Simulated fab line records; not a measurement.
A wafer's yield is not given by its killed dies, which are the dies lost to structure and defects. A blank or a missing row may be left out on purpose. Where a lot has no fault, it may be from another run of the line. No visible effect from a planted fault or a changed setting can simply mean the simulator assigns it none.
A struck lot beside a sound one ; flow sky130 ; 16 out of 708 route steps
Sound: wafers L577.2, L577.4, L577.5. The struck wafers were L586.1, L586.4, L586.6. The cause is named last.
At each step with rows: each side's tool, then ch and its chambers, then its first start. Under that, the readings that differ: sound wafers ; struck wafers ; difference of the means ; sigmas: that difference in standard deviations of wafers without a fault.
alike: readings with means less than 2 such deviations apart, plus words and numbers identical on both sides. not compared: withheld readings, readings lacking a value on some wafer, bounds such as >300 that could conceal the same value, and numbers that have no deviation in the record and whose values overlap.
The two part at a step that has a row with sigmas, a row that says differs or no value, or rows on one side only. When numbers do not overlap yet have no deviation, they are printed without sigmas and do not part them. A reading that every wafer of one side lacks parts them only if that side has two wafers or more.

first, 5 steps without rows for these wafers: SKY_SONOS_TUNNEL_COAT_02 (resist thk 1140 nm); SKY_SONOS_TUNNEL_SOFTBAKE_03 (time 60 s); SKY_SONOS_TUNNEL_EXPOSE_04 (exposes mask TUNM, target cd 410 nm); SKY_SONOS_TUNNEL_PEB_05; SKY_SONOS_TUNNEL_DEVELOP_06 (develop time 60 s).
SKY_SONOS_TUNNEL_CD_MEAS_07: target cd 410 nm.
  struck on cdSem-01, day 16 10:22; sound on cdSem-02, day 13 20:17
  alike: cdNm
SKY_SONOS_TUNNEL_OVL_MEAS_08:
  struck on overlay-02, day 16 10:29; sound on overlay-01, day 13 20:23
  alike: SONOS_TUNNEL_OVL
then, 3 steps without rows for these wafers: SKY_SONOS_TUNNEL_IMPLANT_09; SKY_SONOS_TUNNEL_WET_ETCH_10 (etches SiO2 in dHF, target depth 14 nm, time 280 s); SKY_SONOS_TUNNEL_STRIP_11 (strips in SPM, time 600 s).
SKY_SONOS_TUNNEL_TW_MEAS_12:
  struck on filmMetro-03, day 16 10:56; sound on filmMetro-02, day 13 20:50
  alike: SONOS_TUNNEL_TW
then, 1 step without rows for these wafers: SKY_SONOS_TUNNEL_CLEAN_13 (cleans in dHF, time 20 s).
SKY_SONOS_ONO_OXIDATION_00: stabilise 600 s, purge 300 s, target thk 2.6 nm.
  sound on furnace-01 ch 0, day 13 21:14; struck on furnace-01 ch 0, day 16 11:38
reading;sound;struck;difference;sigmas
model.SiO2_of_SONOS_ONO_OXIDATION_00.thkNm (nm);2.696 2.7 2.679;3.484 3.467 3.461;+0.779;
SKY_SONOS_ONO_THK_MEAS_01:
  struck on filmMetro-03, day 16 12:59; sound on filmMetro-04, day 13 22:36
reading;sound;struck;difference;sigmas
SONOS_ONO_OXIDATION_THK (nm);2.69 2.67 2.64;3.47 3.48 3.48;+0.81;+16
then, 1 step without rows for these wafers: SKY_SONOS_ONO_CVD_02 (deposits Si3N4 from DCS/NH3, target thk 10.5 nm, time 180 s).
-- here the record skips 33 days between the struck wafers' starts before and after, leaving off in module SONOS_ONO and picking up in module PAD_OPEN (first step shown: number 708 of the route) --
SKY_PAD_OPEN_PROBE_99:
  struck on prober-02, day 49 16:44; sound on prober-02, day 47 18:20
reading;sound;struck;difference;sigmas
model.etest.sonosErased.driveUaUm;218.5 180 166.4;21.16 20.24 21.74;-167.25;
model.etest.sonosUncharged.rOnOhmUm;803.7 800.9 802.2;837.3 845.1 844.1;+39.9;
model.etest.sonosErased.vtV (V);-2.289 -2.265 -2.231;-0.3851 -0.3722 -0.4028;+1.8750;
model.etest.capOno.gateLog10ACm2;-7.935 -7.943 -8.066;-8.949 -8.814 -8.726;-0.848;
model.etest.capOno.gateBvV (V);16.12 16.46 16.07;17.3 16.82 17.33;+0.9;
model.etest.capOno.toxAccNm (nm);12.9 12.86 12.93;13.66 13.6 13.53;+0.70;
model.etest.sonosProgrammed.vtV (V);1.429 1.476 1.429;1.08 1.096 1.119;-0.35;
model.etest.sonosBaked.vtLessV (V);-0.4295 -0.4774 -0.4285;-0.2354 -0.2333 -0.2094;+0.2191;
  alike: killed_at_M0_to_M3, killed_at_M4_up, killedAtContacts, killedAtFrontEnd, killedAtOther, killedDies, killedOpen, killedShort

== WHERE THEY PART ==
Within this record, at SKY_SONOS_ONO_THK_MEAS_01 only. Later steps at which nothing parts them and some readings are alike: SKY_PAD_OPEN_PROBE_99.

WHY: whatever the simulator had introduced
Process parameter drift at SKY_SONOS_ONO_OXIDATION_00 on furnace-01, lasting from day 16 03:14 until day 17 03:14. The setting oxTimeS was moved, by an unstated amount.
